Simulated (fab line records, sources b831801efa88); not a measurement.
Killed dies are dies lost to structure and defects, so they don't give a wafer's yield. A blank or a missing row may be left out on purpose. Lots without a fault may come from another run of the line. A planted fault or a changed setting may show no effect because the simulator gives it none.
fab line records | flow sky130
record lots=6 wafers=18 last_day=50
route steps=708 shown METAL4@632 VIA4@639 PAD_OPEN@708
lots that met no fault: from a run of the same line without faults
start_h: hours from the record's first day to the start of the lot's first wafer shown | wait_h: hours since the lot's step before | " the same as in the row above | L1.1+2: a row that stands for several wafers | - no value, or no start given | * or withheld: withheld | < > ~ a bound
route shown NAME@n: a module of which the file shows steps, and the number in the route of the first | usual: mean/standard deviation of fault-free wafers | same: alike in all rows | chamber/n: place in a boat | sites: the reading at each site | _std_site: their standard deviation | _edge_site: outer sites' mean less inner sites' | radius_mm: how far each site lies from the wafer's centre | mask NAME#n: copy n | behind: the tool/chamber that last shaped the wafer | hold: why the lot was held/for how many hours/how that ended | device: the transistor (n, p or np) that didn't switch | end of line: the same wafers' tests at the end of the route | a step without rows: its recipe alone | killed: dies lost to structure and defects at the first sort, not the wafer's yield | map: a wafer's dies, x killed, . not, _ none there
set.NAME: the setting as run; set.NAME@STEP: as run at that earlier step | model.NAME: the simulator's own value behind a step, which no gauge read
lots at some steps of the route; a table a step, a row a wafer
services: from which hour (start_h, from the record's first day; less than 0 if before it) a tool's chamber was out of use, for how many hours, and why
## steps
# step SKY_METAL4_ETCH_16
# recipe chemistry=N2/H2 target=BARC ion_energy_ev=200 bias_w=100 pressure_mtorr=30 n2_flow_sccm=100 h2_flow_sccm=200 icp_w=500 stop_on=SiO2 time_s=88.2 target_depth_a=600
# usual drypump_motor_current_A=5.7/0.41 oes_product_au=0.626/0.0046 throttle_valve_pct=13.205/0.01
# same time_s=88.2
# columns lot.wafer tool chamber start_h wait_h drypump_motor_current_A oes_product_au rf_hours_counter_h throttle_valve_pct
L233.2 rie_metal-03 1 978.19 0.0 5.4 0.628 3 13.195
L233.4 " 0 " " 6.3 0.627 - 13.207
L233.5 " 1 " " 5.4 0.626 - 13.215
L241.4 rie_metal-01 1 1040.86 0.0 5.3 0.621 - 13.195
L241.5 " 1 " " 5.4 0.625 - 13.217
L241.6 " 0 " " 6.2 0.626 - 13.186
L242.1 rie_metal-04 0 1046.52 0.0 5.3 0.626 21 13.211
L242.2 " 1 " " 6.1 0.629 1 13.202
L242.6 " 1 " " 6.1 0.630 - 13.207
L244.2 rie_metal-04 1 1056.72 0.0 6.1 0.627 1 13.209
L244.4 " 1 " " 6.1 0.626 - 13.211
L244.5 " 1 " " 6.1 0.629 - 13.213
L246.2 rie_metal-03 1 1070.34 0.1 5.5 0.626 - 13.223
L246.4 " 1 " " 5.5 0.617 - 13.205
L246.5 " 1 " " 5.5 0.629 - 13.209
L255.2 rie_metal-03 1 1124.96 0.0 5.4 0.634 15 13.214
L255.3 " 1 " " 5.4 0.631 - 13.208
L255.4 " 0 " " 6.3 0.623 - 13.202
# step SKY_METAL4_ETCH_17
# recipe target=SiO2 stop_on=TiN chemistry=C4F8/O2/Ar source_w=1500 bias_w=1200 pressure_mtorr=40 c4f8_flow_sccm=withheld O2_flow_sccm=6 Ar_flow_sccm=300 time_s=3.9 target_depth_a=150
# usual oes_product_au=0.753/0.0067
# same time_s=3.9
# columns lot.wafer tool chamber start_h wait_h oes_product_au rf_hours_counter_h
L233.2 rie_diel-03 2 978.29 0.1 0.755 22
L233.4 " 3 " " 0.758 23
L233.5 " 3 " " 0.760 -
L241.4 rie_diel-04 1 1040.92 0.0 0.758 13
L241.5 " 1 " " 0.758 -
L241.6 " 0 " " 0.746 -
L242.1 rie_diel-04 1 1046.62 0.1 0.751 13
L242.2 " 3 " " 0.753 15
L242.6 " 3 " " 0.747 -
L244.2 rie_diel-04 2 1056.82 0.1 0.748 3
L244.4 " 3 " " 0.758 16
L244.5 " 2 " " 0.756 -
L246.2 rie_diel-01 0 1070.50 0.1 0.744 20
L246.4 " 3 " " 0.758 6
L246.5 " 2 " " 0.756 -
L255.2 rie_diel-01 1 1125.06 0.1 0.757 14
L255.3 " 0 " " 0.760 22
L255.4 " 0 " " 0.760 -
# step SKY_METAL4_METAL_ETCH_18
# recipe target_depth_a=8450 stop_on=SiO2 over_etch_frac=0.3 time_s=183.1 chemistry=Cl2/BCl3 resist_sidewall_deg=88 pressure_mtorr=10 icp_w=900 bias_w=48.5 Cl2_flow_sccm=60 bcl3_flow_sccm=30
# usual drypump_motor_current_A=5.8/0.42 oes_product_au=0.866/0.0065 throttle_valve_pct=22.264/0.0092
# same time_s=183.1
# columns lot.wafer tool chamber start_h wait_h drypump_motor_current_A oes_product_au rf_hours_counter_h throttle_valve_pct
L233.2 rie_metal-04 1 978.30 0.0 6.1 0.870 20 22.259
L233.4 " 1 " " 6.1 0.870 - 22.256
L233.5 " 0 " " 5.3 0.871 - 22.262
L241.4 rie_metal-04 1 1041.00 0.1 6.1 0.877 - 22.258
L241.5 " 1 " " 6.1 0.874 - 22.259
L241.6 " 0 " " 5.3 0.868 - 22.261
L242.1 rie_metal-01 1 1046.64 0.0 5.4 0.865 13 22.273
L242.2 " 0 " " 6.2 0.869 16 22.268
L242.6 " 1 " " 5.4 0.862 - 22.268
L244.2 rie_metal-01 0 1056.90 0.1 6.2 0.874 - 22.271
L244.4 " 0 " " 6.2 0.862 - 22.242
L244.5 " 0 " " 6.2 0.873 - 22.255
L246.2 rie_metal-01 1 1070.52 0.0 5.4 0.870 14 22.278
L246.4 " 1 " " 5.4 0.878 - 22.261
L246.5 " 1 " " 5.4 0.862 - 22.267
L255.2 rie_metal-04 0 1125.07 0.0 5.3 0.870 26 22.265
L255.3 " 0 " " 5.3 0.865 - 22.271
L255.4 " 1 " " 6.1 0.857 - 22.270
# step SKY_METAL4_STRIP_19
# recipe chemistry=O2/N2 power_w=1400 pressure_mtorr=1500 platen_temp_c=withheld o2_flow_sccm=3000 n2_flow_sccm=300 overash_fraction=0.5
# usual drypump_motor_current_A=5.6/0.45 oes_product_au=0.501/0.0056 strip_time_to_endpoint_s=6.48/0.085
# columns lot.wafer tool chamber start_h wait_h drypump_motor_current_A oes_product_au rf_hours_counter_h strip_time_to_endpoint_s
L233.2 plasma_asher-02 0 978.48 0.1 5.3 0.502 119 6.49
L233.4 " 0 " " 5.3 0.500 - 6.48
L233.5 " 1 " " 6.4 0.498 - 6.41
L241.4 plasma_asher-02 1 1041.15 0.1 6.4 0.497 - 6.49
L241.5 " 1 " " 6.4 0.500 - 6.52
L241.6 " 0 " " 5.3 0.495 - 6.44
L242.1 plasma_asher-03 0 1046.82 0.1 5.6 0.502 90 6.47
L242.2 " 1 " " 5.1 0.496 90 6.41
L242.6 " 0 " " 5.6 0.498 - 6.59
L244.2 plasma_asher-01 0 1057.20 0.2 5.3 0.492 61 6.43
L244.4 " 1 " " 6.1 0.491 - 6.38
L244.5 " 1 " " 6.1 0.501 - 6.35
L246.2 plasma_asher-02 1 1070.70 0.1 6.4 0.496 1 6.57
L246.4 " 1 " " 6.3 0.503 - 6.51
L246.5 " 1 " " 6.3 0.498 - 6.55
L255.2 plasma_asher-01 1 1125.25 0.1 6.1 0.506 67 6.53
L255.3 " 0 " " 5.3 0.507 - 6.54
L255.4 " 1 " " 6.1 0.508 - 6.54
# step SKY_METAL4_STRIP_20
# recipe chemistry=post_etch_residue_remover time_s=1200 temp_c=72.5
# step SKY_METAL4_CLEAN_21
# recipe chemistry=IPA time_s=180 temp_c=25
# step SKY_METAL4_CLEAN_22
# recipe chemistry=O3/DIW dry=n2_spin
# step SKY_VIA4_HDPCVD_00
# recipe material=SiO2 target_thk_nm=1750 sigma_open_frac=0.3 time_s=291.7 temp_c=400 sih4_flow_sccm=60 pressure_mtorr=6
# step SKY_VIA4_THK_MEAS_01
# recipe reads=SiO2_of_VIA4_HDPCVD_00
# usual VIA4_HDPCVD_THK=1748/23
# columns lot.wafer tool chamber start_h wait_h VIA4_HDPCVD_THK[nm]
L233.2 film_metro-04 - 979.62 0.1 1770
L233.4 " - " " 1734
L233.5 " - " " 1745
L241.4 film_metro-03 - 1041.93 0.0 1752
L241.5 " - " " 1742
L241.6 " - " " 1725
L242.1 film_metro-02 - 1047.62 0.1 1707
L242.2 " - " " 1743
L242.6 " - " " 1725
L244.2 film_metro-02 - 1058.02 0.1 1768
L244.4 " - " " 1762
L244.5 " - " " 1774
L246.2 film_metro-04 - 1071.52 0.1 1752
L246.4 " - " " 1774
L246.5 " - " " 1756
L255.2 film_metro-03 - 1126.37 0.1 1756
L255.3 " - " " 1770
L255.4 " - " " 1762
# step SKY_VIA4_CMP_02
# recipe material=SiO2 down_force_psi=4 platen_rpm=60 pad_velocity_m_s=0.94248
# usual motor_current_A=11.5/1.3 platen_rpm=60.00/0.043 slurry_filter_dp_kPa=13.51/0.13
# columns lot.wafer tool chamber start_h wait_h motor_current_A platen_rpm slurry_filter_dp_kPa
L233.4 cmp-02 2 979.67 0.0 13.6 60.01 13.28
L233.2 " 0 " " 10.1 60.07 13.35
L233.5 " 3 " " 12.5 59.97 13.57
L241.4 cmp-01 1 1042.06 0.1 9.3 59.94 13.57
L241.5 " 3 " " 11.7 59.98 13.43
L241.6 " 0 " " 12.2 60.02 13.64
L242.2 cmp-02 3 1047.78 0.1 12.9 59.98 13.53
L242.1 " 0 " " 10.9 60.01 13.58
L242.6 " 1 " " 10.9 60.02 13.42
L244.2 cmp-01 2 1058.07 0.0 10.1 60.06 13.51
L244.4 " 0 " " 13.0 60.02 13.68
L244.5 " 3 " " 12.0 59.99 13.53
L246.2 cmp-01 1 1071.57 0.0 9.4 60.02 13.67
L246.4 " 3 " " 11.3 59.99 13.80
L246.5 " 1 " " 9.8 60.13 13.50
L255.3 cmp-02 1 1126.42 0.0 11.9 60.07 13.60
L255.4 " 2 " " 13.7 59.98 13.59
L255.2 " 0 " " 10.5 59.96 13.67
# step SKY_VIA4_BOW_MEAS_03
# recipe mode=bow
# usual VIA4_BOW=78/7.5
# columns lot.wafer tool chamber start_h wait_h VIA4_BOW[um]
L233.2 film_metro-02 - 979.99 0.2 78
L233.4 " - " " 67
L233.5 " - " " 77
L241.4 film_metro-03 - 1042.32 0.2 72
L241.5 " - " " 86
L241.6 " - " " 82
L242.1 film_metro-04 - 1047.98 0.1 75
L242.2 " - " " 71
L242.6 " - " " 95
L244.2 film_metro-03 - 1058.39 0.3 80
L244.4 " - " " 63
L244.5 " - " " 75
L246.2 film_metro-03 - 1071.89 0.3 71
L246.4 " - " " 78
L246.5 " - " " 66
L255.2 film_metro-04 - 1126.74 0.1 77
L255.3 " - " " 71
L255.4 " - " " 67
# step SKY_VIA4_DEHYDRATE_04
# recipe temp_c=200 time_s=60
# step SKY_VIA4_HMDS_05
# recipe prime_time_s=60 prime_temp_c=120
# usual exhaust_pa=44.9/1 prime_temp_c=119.99/0.13
# columns lot.wafer tool chamber start_h wait_h exhaust_pa prime_temp_c
L233.2 litho_track-02 0 990.80 0.1 43.7 119.78
L233.4 " 0 " " 44.0 119.85
L233.5 " 0 " " 44.7 119.88
L241.4 litho_track-04 0 1053.01 0.1 45.5 120.11
L241.5 " 0 " " 45.5 120.10
L241.6 " 0 " " 44.7 120.17
L242.1 litho_track-04 0 1058.54 0.1 45.0 118.28
L242.2 " 0 " " 44.4 118.63
L242.6 " 0 " " 44.2 118.38
L244.2 litho_track-04 0 1068.51 0.1 43.2 118.20
L244.4 " 0 " " 44.4 118.38
L244.5 " 0 " " 43.4 118.46
L246.2 litho_track-01 0 1081.52 0.1 44.5 119.93
L246.4 " 0 " " 44.9 119.86
L246.5 " 0 " " 45.0 119.92
L255.2 litho_track-01 0 1136.08 0.1 45.3 119.96
L255.3 " 0 " " 44.3 119.86
L255.4 " 0 " " 43.6 119.99
# step SKY_VIA4_COAT_06
# recipe resist=NOVOLAK spin_rpm=3000 resist_thk_nm=1140
# step SKY_PAD_OPEN_PROBE_99
# usual defect_limited_yield=82.4/1.9 killed_at_M0_to_M3=43/7.1 killed_at_M4_up=3.2/1.7 killed_at_contacts=24/5.6 killed_at_front_end=16/5 killed_at_other=0.4/0.68 killed_dies=86/9.3 killed_open=47/7.1 killed_short=39/5.7 sort_bin_3_pad_short=0.9/0.38 sort_bin_5_function=10.4/1.5 sort_bin_6_memory=6.3/1.3 sort_n_pass=406/9.3 sort_yield_pct=82.4/1.9
# same gross_dies=492 killed_at_back_side=0 sort_bin_4_leakage[%]=0 sort_bin_8_speed[%]=0
# columns lot.wafer tool chamber start_h wait_h defect_limited_yield[%] killed_at_M0_to_M3 killed_at_M4_up killed_at_contacts killed_at_front_end killed_at_other killed_dies killed_open killed_short sort_bin_3_pad_short[%] sort_bin_5_function[%] sort_bin_6_memory[%] sort_n_pass sort_yield_pct[%]
L233.2 prober-01 - 1073.31 0.1 82.3 46 3 17 20 1 87 50 37 0.8 12.0 4.9 405 82.3
L233.4 prober-01 - 1073.41 0.2 81.5 45 3 27 16 0 91 50 41 0.8 10.4 7.3 401 81.5
L233.5 prober-01 - 1073.46 0.2 83.7 41 0 30 9 0 80 46 34 1.4 9.3 5.5 412 83.7
L244.2 prober-02 - 1142.72 0.1 83.1 44 2 23 14 0 83 43 40 1.2 10.8 4.9 409 83.1
L244.4 prober-02 - 1142.82 0.2 82.1 40 5 24 19 0 88 50 38 0.8 9.6 7.5 404 82.1
L244.5 prober-02 - 1142.87 0.2 83.1 32 4 28 19 0 83 44 39 0.2 12.8 3.9 409 83.1
L246.2 prober-02 - 1155.68 0.1 81.1 54 1 18 19 1 93 62 30 0.6 11.0 7.3 399 81.1
L246.4 prober-02 - 1155.78 0.2 81.7 38 1 34 17 0 90 49 41 0.6 10.6 7.1 402 81.7
L246.5 prober-02 - 1155.83 0.2 85.4 43 1 15 13 0 72 45 27 0.4 8.9 5.3 420 85.4
L255.2 prober-02 - 1201.87 0.1 83.9 49 2 17 11 0 79 41 38 1.6 8.5 5.9 413 83.9
L255.3 prober-02 - 1201.92 0.2 85.4 36 4 19 13 0 72 41 31 1.0 10.6 3.0 420 85.4
L255.4 prober-02 - 1201.97 0.2 83.1 34 3 25 18 3 83 45 36 0.4 9.8 6.7 409 83.1
# killed by level:class
L233.2 VIA1:geometric_particle:open=11 VIA2:geometric_particle:open=7 VIA1:geometric_particle:short=6 FIELD_ISO:geometric_particle:short=5 CONTACT:geometric_particle:open=5 VIA3:geometric_particle:open=5 FIELD_ISO:geometric_particle:open=4 POLY_GATE:geometric_particle:short=4
L233.4 VIA1:geometric_particle:open=13 CONTACT:geometric_particle:open=10 VIA1:geometric_particle:short=7 POLY_GATE:geometric_particle:short=6 CONTACT:geometric_particle:short=6 VIA3:geometric_particle:open=6 VIA2:geometric_particle:open=5 LI_CONTACT:geometric_particle:open=4
L233.5 VIA1:geometric_particle:open=14 CONTACT:geometric_particle:open=11 LI_CONTACT:geometric_particle:open=8 VIA1:geometric_particle:short=6 CONTACT:geometric_particle:short=6 METAL1:geometric_particle:short=5 METAL2:geometric_particle:short=4 POLY_GATE:geometric_particle:open=3
L244.2 VIA1:geometric_particle:open=14 LI_CONTACT:geometric_particle:open=8 VIA2:geometric_particle:open=6 LI_CONTACT:geometric_particle:short=5 CONTACT:geometric_particle:open=5 METAL1:geometric_particle:short=5 POLY_GATE:geometric_particle:short=4 METAL2:geometric_particle:short=4
L244.4 FIELD_ISO:geometric_particle:open=10 VIA1:geometric_particle:open=9 VIA2:geometric_particle:open=8 LI_CONTACT:geometric_particle:open=7 METAL1:geometric_particle:short=7 VIA3:geometric_particle:open=7 LOCAL_INTERCONNECT:geometric_particle:short=5 CONTACT:geometric_particle:open=5
L244.5 LI_CONTACT:geometric_particle:open=11 CONTACT:geometric_particle:open=8 POLY_GATE:geometric_particle:open=7 POLY_GATE:geometric_particle:short=5 METAL2:geometric_particle:short=5 METAL1:geometric_particle:short=4 LOCAL_INTERCONNECT:geometric_particle:short=4 CONTACT:geometric_particle:short=4
L246.2 VIA1:geometric_particle:open=21 CONTACT:geometric_particle:open=8 VIA3:geometric_particle:open=7 POLY_GATE:geometric_particle:open=6 LI_CONTACT:geometric_particle:open=6 VIA1:geometric_particle:short=6 VIA3:geometric_particle:short=5 METAL1:geometric_particle:short=4
L246.4 CONTACT:geometric_particle:open=16 VIA1:geometric_particle:open=11 VIA3:geometric_particle:short=7 LI_CONTACT:geometric_particle:open=6 FIELD_ISO:geometric_particle:open=5 CONTACT:geometric_particle:short=5 LOCAL_INTERCONNECT:geometric_particle:short=4 METAL1:geometric_particle:short=4
L246.5 VIA1:geometric_particle:open=9 METAL1:geometric_particle:short=7 VIA3:geometric_particle:open=7 POLY_GATE:geometric_particle:open=6 LI_CONTACT:geometric_particle:open=6 CONTACT:geometric_particle:open=4 VIA1:geometric_particle:short=4 METAL2:geometric_particle:open=4
L255.2 VIA1:geometric_particle:open=13 VIA3:geometric_particle:open=10 CONTACT:geometric_particle:open=6 METAL2:geometric_particle:short=5 LOCAL_INTERCONNECT:geometric_particle:short=4 CONTACT:geometric_particle:short=4 VIA2:geometric_particle:short=4 VIA3:geometric_particle:short=4
L255.3 CONTACT:geometric_particle:open=11 VIA3:geometric_particle:open=8 FIELD_ISO:geometric_particle:short=6 LI_CONTACT:geometric_particle:open=5 VIA1:geometric_particle:open=5 VIA2:geometric_particle:short=5 METAL3:geometric_particle:short=4 METAL4:geometric_particle:short=4
L255.4 FIELD_ISO:geometric_particle:short=8 VIA1:geometric_particle:open=7 CONTACT:geometric_particle:open=7 VIA2:geometric_particle:open=7 LI_CONTACT:geometric_particle:open=6 VIA3:geometric_particle:open=6 LOCAL_INTERCONNECT:geometric_particle:short=4 CONTACT:geometric_particle:short=4
## services
# columns tool chamber start_h hours kind
plasma_asher-03 - 956.70 2.8 pm
rie_metal-03 0 958.58 2.8 repair
cmp-01 - 960.65 1.0 repair
cmp-02 - 960.88 1.1 repair
cmp-01 - 970.41 5.2 pm
rie_diel-04 3 974.81 4.3 repair
rie_diel-01 1 982.66 4.3 repair
cmp-02 - 992.23 1.6 repair
plasma_asher-01 - 1000.97 6.9 repair
plasma_asher-01 - 1040.49 10.1 repair
rie_metal-04 - 1044.85 1.4 pm
rie_metal-04 1 1047.10 5.7 repair
plasma_asher-02 - 1055.25 9.0 pm
cmp-01 - 1055.68 0.8 repair
rie_metal-01 1 1056.34 3.7 repair
rie_metal-04 - 1068.89 2.8 pm
rie_metal-03 1 1079.22 8.5 repair
cmp-02 - 1088.54 4.0 pm
plasma_asher-01 - 1101.83 3.0 repair
rie_diel-01 3 1105.53 6.5 repair
plasma_asher-01 - 1113.24 2.8 pm
rie_diel-04 - 1117.10 2.8 pm
rie_diel-01 2 1119.56 9.6 repair
rie_metal-01 - 1135.40 2.8 pm
## key
first_sign step=SKY_VIA4_HMDS_05 reading=prime_temp_c direction=down sigmas=13 usual=* struck=*
effect none on later readings
met_at SKY_VIA4_HMDS_05
struck_wafers L242.1,L242.2,L242.6,L244.2,L244.4,L244.5
onset_between 1053.01 1058.54
fault kind=process_parameter_drift tool=litho_track-04 chamber=- onset_h=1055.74 steps=SKY_VIA4_HMDS_05 channel=prime_temp_c offset=* shape=step end_h=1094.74 acts_in=* stated=*
